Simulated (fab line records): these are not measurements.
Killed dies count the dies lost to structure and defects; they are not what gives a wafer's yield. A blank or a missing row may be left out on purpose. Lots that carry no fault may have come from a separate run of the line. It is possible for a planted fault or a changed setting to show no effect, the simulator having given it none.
Matching of chambers ; flow sky130 ; SKY_LI_CONTACT_ETCH_15 on rie_diel-04 has 4 sister chambers
The step etches PSG in C4F8/O2/Ar, stops on Si, target depth 600 nm. 4 wafers are shown with their chamber, then 7 later ones without.

## WAFERS, EACH WITH ITS CHAMBER
wafer;chamber;rf_fwd_power_W (W)
L085.5;2;1486
L087.5;1;1498
L095.1;0;1487
L095.3;3;1488

## WAFERS WHOSE CHAMBER IS MISSING
wafer;rf_fwd_power_W (W)
L095.4;1486
L096.4;1503
L096.5;1491
L096.6;1488
L097.1;1485
L097.3;1495
L097.4;1489

## EACH ONE'S CHAMBER
wafer;from the rows above;in truth
L095.4;can't be placed: 2 or 0 or 3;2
L096.4;1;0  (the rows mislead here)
L096.5;can't be placed: 3 or 0 or 2 or 1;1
L096.6;can't be placed: 3 or 0 or 2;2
L097.1;can't be placed: 2 or 0 or 3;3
L097.3;can't be placed: 1 or 3 or 0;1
L097.4;can't be placed: 3 or 0 or 2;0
Correct placement for 0 of the 7. Not placeable from these rows: 6 (in 6, the candidates include the true chamber). Placed wrongly: 1.
How it was worked out, from the rows above alone: a wafer's distance from a chamber is the root of the sum, over the readings, of the square of ((its reading less the chamber's mean) divided by the reading's scatter). If the next closest chamber is less than 2 further off than the closest, the wafer can't be placed; otherwise it belongs to the closest. Each chamber's mean is taken over the wafers shown for it. The scatter: with one shown wafer a chamber, the root of the mean of the squares of how far each hidden wafer lies from its nearest shown one.
